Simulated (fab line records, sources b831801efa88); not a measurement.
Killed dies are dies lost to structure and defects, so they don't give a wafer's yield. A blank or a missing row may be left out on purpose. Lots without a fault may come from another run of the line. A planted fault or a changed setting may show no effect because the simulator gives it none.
A struck lot beside a sound one | flow sky130 | 15 steps out of a route of 708
Sound: wafers L588.1, L588.5, L588.6. Struck: wafers L597.3, L597.5, L597.6. The cause comes at the end.
At each step with rows: each side's tool, then ch and its chambers, then its first start. Under that, the readings that differ: sound wafers | struck wafers | difference of the means | sigmas: that difference in standard deviations of wafers without a fault.
alike: readings whose means differ by less than 2 such deviations, and words and numbers that are the same on both sides. not compared: withheld readings, readings that some wafer has no value for, bounds like >300 that may hide the same value, and numbers for which the record gives no deviation and whose values overlap.
The two part at a step that has a row with sigmas, a row that says differs or no value, or rows on one side only. Numbers that don't overlap but have no deviation are shown without sigmas and don't part them. A reading that every wafer of one side lacks parts them only if that side has two wafers or more.

first, 5 steps without rows for these wafers: SKY_LDD_N_COAT_02 (resist thk 296.5 nm); SKY_LDD_N_SOFTBAKE_03 (time 60 s); SKY_LDD_N_EXPOSE_04 (exposes mask NTM, target cd 840 nm); SKY_LDD_N_PEB_05; SKY_LDD_N_DEVELOP_06 (develop time 60 s).
SKY_LDD_N_OVL_MEAS_07:
  sound on overlay-01, day 20 03:59; struck on overlay-02, day 22 14:20
  alike: LDD_N_OVL
then, 6 steps without rows for these wafers: SKY_LDD_N_IMPLANT_08; SKY_LDD_N_IMPLANT_09; SKY_LDD_N_IMPLANT_10; SKY_LDD_N_IMPLANT_11; SKY_LDD_N_IMPLANT_12; SKY_LDD_N_IMPLANT_13.
SKY_LDD_N_IMPLANT_14:
  sound on implanter-04 ch 0, day 20 04:55; struck on implanter-04 ch 0, day 22 15:18
  reading            | sound                        | struck                       | difference | sigmas
  dose_ions_cm2      | 5.001e+12 5.007e+12 4.99e+12 | 9.706e+12 9.709e+12 9.72e+12 | +4.712e+12 | +99 or more
  faraday_current_uA | 28.6 27.7 28.8               | 53.1 54.9 54.9               | +25.9      | +45
then, 1 step without rows for these wafers: SKY_LDD_N_IMPLANT_15.
-- the record jumps here: 26 days lie between the struck wafers' starts before and after (it left off in module LDD_N and takes up again in module PAD_OPEN, whose first step shown is number 708 of the route) --
SKY_PAD_OPEN_PROBE_99:
  sound on prober-02, day 47 08:42; struck on prober-01, day 48 19:41
  reading                                    | sound               | struck              | difference | sigmas
  model.etest.nfet_01v8_lvt.drive_ua_um      | 566.7 587.7 565.8   | 542.5 558.5 563.9   | -18.4      |
  model.etest.nfet_01v8.r_on_ohm_um          | 833.8 819.4 840     | 871.6 849.7 855.2   | +27.8      |
  model.etest.nfet_01v8.drive_ua_um          | 501.9 514.5 496.2   | 481.7 490.4 494.9   | -15.2      |
  model.etest.tip_n.rs_ohm_sq                | 438.6 435.6 438.9   | 449.5 450.6 451     | +12.7      |
  model.etest.nfet_01v8_swapped.vt_sat_v (V) | 0.653 0.6423 0.6587 | 0.7176 0.7027 0.702 | +0.0561    |
  alike: killed_at_M0_to_M3, killed_at_M4_up, killed_at_contacts, killed_at_front_end, killed_at_other, killed_dies, killed_open, killed_short
  not compared: model.etest.nfet_01v8_swapped.drive_ua_um, model.etest.sram_nfet_pass.drive_ua_um, model.etest.nfet_01v8_swapped.off_log10_a_um

WHERE THEY PART
Only at SKY_LDD_N_IMPLANT_14, within this record. Later steps at which nothing parts them and some readings are alike: SKY_PAD_OPEN_PROBE_99.

WHY: what the simulator had put in
Process parameter drift: implanter-04, from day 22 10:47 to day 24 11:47, at SKY_LDD_N_IMPLANT_14. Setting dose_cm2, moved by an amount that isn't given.
